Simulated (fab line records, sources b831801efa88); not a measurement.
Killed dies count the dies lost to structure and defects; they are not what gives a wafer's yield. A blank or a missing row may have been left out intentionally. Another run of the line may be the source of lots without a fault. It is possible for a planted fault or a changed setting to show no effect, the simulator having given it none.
Which tool was responsible? :: flow sky130 :: 11 lots with 33 wafers sampled at 5 steps, on a route of 708 steps

## WHAT THE GAUGES READ, wafer by wafer
SKY_VT_ADJUST_HVTP_CD_MEAS_07: target cd 380 nm. Usual: cd nm at 380.5 nm, with a standard deviation of 2.5.
lot: L791
measured: day 6 02:53
on: cd sem-01
cd nm (nm): 381.8 380.7 380.7
flag: 

lot: L793
measured: day 6 16:25
on: cd sem-02
cd nm (nm): 383.9 384.7 385.5
flag: 

lot: L795
measured: day 7 04:04
on: cd sem-02
cd nm (nm): 382.5 380.4 380.0
flag: 

lot: L796
measured: day 7 12:40
on: cd sem-02
cd nm (nm): 378.6 378.5 377.1
flag: 

lot: L797
measured: day 7 12:47
on: cd sem-01
cd nm (nm): 378.4 379.7 379.2
flag: 

lot: L799
measured: day 8 05:26
on: cd sem-01
cd nm (nm): 380.1 382.4 383.6
flag: 

lot: L800
measured: day 8 10:25
on: cd sem-02
cd nm (nm): 385.5 384.3 386.8
flag: 

lot: L802
measured: day 8 21:17
on: cd sem-02
cd nm (nm): 376.4 378.0 376.0
flag: 

lot: L804
measured: day 9 09:10
on: cd sem-02
cd nm (nm): 382.8 383.1 381.3
flag: 

lot: L808
measured: day 10 18:31
on: cd sem-01
cd nm (nm): 378.2 377.4 378.6
flag: 

lot: L812
measured: day 11 15:41
on: cd sem-02
cd nm (nm): 381.2 379.4 381.6
flag: 

SKY_LDD_LDN_TW_MEAS_13. Usual: for LDD_LDN_TW the level is 1487 and the standard deviation is 10.
lot: L791
measured: day 22 19:49
on: film metro-02
LDD_LDN_TW: 1498 1504 1505
flag: 

lot: L793
measured: day 23 22:31
on: film metro-01
LDD_LDN_TW: 1480 1472 1480
flag: 

lot: L795
measured: day 24 12:31
on: film metro-02
LDD_LDN_TW: 1506 1496 1498
flag: 

lot: L796
measured: day 25 03:33
on: film metro-04
LDD_LDN_TW: 1486 1493 1485
flag: 

lot: L797
measured: day 25 02:04
on: film metro-01
LDD_LDN_TW: 1470 1476 1482
flag: 

lot: L799
measured: day 25 18:01
on: film metro-01
LDD_LDN_TW: 1471 1465 1476
flag: 

lot: L800
measured: day 26 13:40
on: film metro-01
LDD_LDN_TW: 1472 1477 1480
flag: 

lot: L802
measured: day 26 23:38
on: film metro-04
LDD_LDN_TW: 1496 1495 1484
flag: 

lot: L804
measured: day 27 08:03
on: film metro-04
LDD_LDN_TW: 1490 1492 1497
flag: 

lot: L808
measured: day 29 05:40
on: film metro-01
LDD_LDN_TW: 1481 1479 1485
flag: 

lot: L812
measured: day 30 08:13
on: film metro-02
LDD_LDN_TW: 1498 1499 1491
flag: 

SKY_VIA3_THK_MEAS_01. Usual: for VIA3_HDPCVD_THK the level is 1629 nm and the standard deviation is 15.
lot: L791
measured: day 38 16:13
on: film metro-01
VIA3_HDPCVD_THK (nm): 1635 1650 1641
flag: 

lot: L793
measured: day 39 09:22
on: film metro-03
VIA3_HDPCVD_THK (nm): 1610 1642 1638
flag: 

lot: L795
measured: day 39 20:46
on: film metro-01
VIA3_HDPCVD_THK (nm): 1616 1619 1634
flag: 

lot: L796
measured: day 40 09:38
on: film metro-03
VIA3_HDPCVD_THK (nm): 1621 1626 1639
flag: 

lot: L797
measured: day 40 08:23
on: film metro-03
VIA3_HDPCVD_THK (nm): 1629 1634 1658
flag: 

lot: L799
measured: day 41 05:19
on: film metro-02
VIA3_HDPCVD_THK (nm): 1619 1630 1631
flag: 

lot: L800
measured: day 41 11:02
on: film metro-01
VIA3_HDPCVD_THK (nm): 1632 1625 1630
flag: 

lot: L802
measured: day 41 23:52
on: film metro-02
VIA3_HDPCVD_THK (nm): 1635 1627 1647
flag: 

lot: L804
measured: day 42 06:08
on: film metro-01
VIA3_HDPCVD_THK (nm): 1618 1627 1603
flag: 

lot: L808
measured: day 43 20:39
on: film metro-02
VIA3_HDPCVD_THK (nm): 1614 1620 1612
flag: 

lot: L812
measured: day 44 15:25
on: film metro-01
VIA3_HDPCVD_THK (nm): 1633 1632 1417
flag: OFF

## WHAT TOOL EACH LOT RAN ON (gives the tool, then ch and the chambers of the sampled wafers, and finally the start)
lot: L791
SKY_VT_ADJUST_LVTN_STRIP_20: plasma asher-01 ch 0,1, day 7 18:06
SKY_VIA3_HDPCVD_00: hdpcvd-02 ch 0,1, day 38 16:03

lot: L793
SKY_VT_ADJUST_LVTN_STRIP_20: plasma asher-01 ch 0,1, day 8 10:19
SKY_VIA3_HDPCVD_00: hdpcvd-01 ch 0,2, day 39 09:11

lot: L795
SKY_VT_ADJUST_LVTN_STRIP_20: plasma asher-04 ch 0,1, day 8 21:19
SKY_VIA3_HDPCVD_00: hdpcvd-02 ch 1,2, day 39 20:35

lot: L796
SKY_VT_ADJUST_LVTN_STRIP_20: plasma asher-04 ch 0,1, day 9 06:30
SKY_VIA3_HDPCVD_00: hdpcvd-02 ch 0,1,2, day 40 09:28

lot: L797
SKY_VT_ADJUST_LVTN_STRIP_20: plasma asher-01 ch 0,1, day 9 06:37
SKY_VIA3_HDPCVD_00: hdpcvd-02 ch 0,1, day 40 08:12

lot: L799
SKY_VT_ADJUST_LVTN_STRIP_20: plasma asher-02 ch 0,1, day 9 23:39
SKY_VIA3_HDPCVD_00: hdpcvd-01 ch 1,2, day 41 05:04

lot: L800
SKY_VT_ADJUST_LVTN_STRIP_20: plasma asher-04 ch 0,1, day 10 05:52
SKY_VIA3_HDPCVD_00: hdpcvd-01 ch 0,1, day 41 10:52

lot: L802
SKY_VT_ADJUST_LVTN_STRIP_20: plasma asher-04 ch 0,1, day 10 18:24
SKY_VIA3_HDPCVD_00: hdpcvd-02 ch 0,1,2, day 41 23:41

lot: L804
SKY_VT_ADJUST_LVTN_STRIP_20: plasma asher-04 ch 0,1, day 11 07:57
SKY_VIA3_HDPCVD_00: hdpcvd-02 ch 0,2, day 42 05:58

lot: L808
SKY_VT_ADJUST_LVTN_STRIP_20: plasma asher-01 ch 0,1, day 12 20:06
SKY_VIA3_HDPCVD_00: hdpcvd-02 ch 0,1,2, day 43 20:29

lot: L812
SKY_VT_ADJUST_LVTN_STRIP_20: plasma asher-01 ch 0,1, day 13 18:00
SKY_VIA3_HDPCVD_00: hdpcvd-01 ch 0,2, day 44 15:14
- SKY_VT_ADJUST_LVTN_STRIP_20: strips in O2/N2.
- SKY_VIA3_HDPCVD_00: deposits SiO2, target thk 1635 nm, time 272.5 s.

## WHAT THE TOOLS THEMSELVES READ (means of the sampled wafers that have a number; where no wafer has one, the mark that the record gives instead)
SKY_VT_ADJUST_LVTN_STRIP_20. Usual: drypump motor current A 5.8 A, standard deviation 0.36; oes product au 0.716 a.u., standard deviation 0.0045; strip time to endpoint s 14.19 s, standard deviation 0.038.
lot: L791
tool: plasma asher-01
drypump motor current A (A): 5.4
oes product au (a.u.): 0.714
strip time to endpoint s (s): 14.18
flag: 

lot: L793
tool: plasma asher-01
drypump motor current A (A): 5.4
oes product au (a.u.): 0.716
strip time to endpoint s (s): 14.20
flag: 

lot: L795
tool: plasma asher-04
drypump motor current A (A): 5.8
oes product au (a.u.): 0.713
strip time to endpoint s (s): 14.18
flag: 

lot: L796
tool: plasma asher-04
drypump motor current A (A): 5.9
oes product au (a.u.): 0.718
strip time to endpoint s (s): 14.19
flag: 

lot: L797
tool: plasma asher-01
drypump motor current A (A): 5.4
oes product au (a.u.): 0.709
strip time to endpoint s (s): 14.18
flag: 

lot: L799
tool: plasma asher-02
drypump motor current A (A): 5.8
oes product au (a.u.): 0.715
strip time to endpoint s (s): 14.20
flag: 

lot: L800
tool: plasma asher-04
drypump motor current A (A): 5.9
oes product au (a.u.): 0.715
strip time to endpoint s (s): 14.15
flag: 

lot: L802
tool: plasma asher-04
drypump motor current A (A): 5.8
oes product au (a.u.): 0.710
strip time to endpoint s (s): 14.22
flag: 

lot: L804
tool: plasma asher-04
drypump motor current A (A): 5.9
oes product au (a.u.): 0.712
strip time to endpoint s (s): 14.23
flag: 

lot: L808
tool: plasma asher-01
drypump motor current A (A): 5.4
oes product au (a.u.): 0.713
strip time to endpoint s (s): 14.18
flag: 

lot: L812
tool: plasma asher-01
drypump motor current A (A): 5.4
oes product au (a.u.): 0.716
strip time to endpoint s (s): 14.21
flag: 

SKY_VIA3_HDPCVD_00. Usual: run length s at 300.2 s, with a standard deviation of 0.77.
lot: L791
tool: hdpcvd-02
run length s (s): 299.9
flag: 

lot: L793
tool: hdpcvd-01
run length s (s): 299.8
flag: 

lot: L795
tool: hdpcvd-02
run length s (s): 300.5
flag: 

lot: L796
tool: hdpcvd-02
run length s (s): 300.4
flag: 

lot: L797
tool: hdpcvd-02
run length s (s): 299.9
flag: 

lot: L799
tool: hdpcvd-01
run length s (s): 299.8
flag: 

lot: L800
tool: hdpcvd-01
run length s (s): 300.5
flag: 

lot: L802
tool: hdpcvd-02
run length s (s): 300.4
flag: 

lot: L804
tool: hdpcvd-02
run length s (s): 300.9
flag: 

lot: L808
tool: hdpcvd-02
run length s (s): 300.6
flag: 

lot: L812
tool: hdpcvd-01
run length s (s): 287.4
flag: OFF

## THE ANSWER, worked out from the rows above alone
Rule: a lot is off if the mean of its wafers that have a number lies more than 3 standard deviations from the usual mean. Also off: a lot with no number at a reading for which 4 or more lots have one. Any other lot the step has rows for is counted as sound. After the gauges, taken in route order, come the tools' own readings; for these a lot's mean is taken, as printed above. The first step at which some lot is off is used, and at that step the reading that is off furthest; a lot without a number counts as furthest.
Off: L812, seen at SKY_VIA3_THK_MEAS_01 (VIA3_HDPCVD_THK).
If a tool, at a process step before that reading, ran all the lots that are off and no sound lot after the first of them, it fits. The gauges at SKY_VIA3_THK_MEAS_01 aren't tried: what is off there is off at SKY_VIA3_HDPCVD_00 too, on other tools, and a gauge's error can't cause that. This does not decide it: 2 tools fit, namely plasma asher-01 at SKY_VT_ADJUST_LVTN_STRIP_20 and hdpcvd-01 at SKY_VIA3_HDPCVD_00.

## WHAT THE SIMULATOR PUT IN
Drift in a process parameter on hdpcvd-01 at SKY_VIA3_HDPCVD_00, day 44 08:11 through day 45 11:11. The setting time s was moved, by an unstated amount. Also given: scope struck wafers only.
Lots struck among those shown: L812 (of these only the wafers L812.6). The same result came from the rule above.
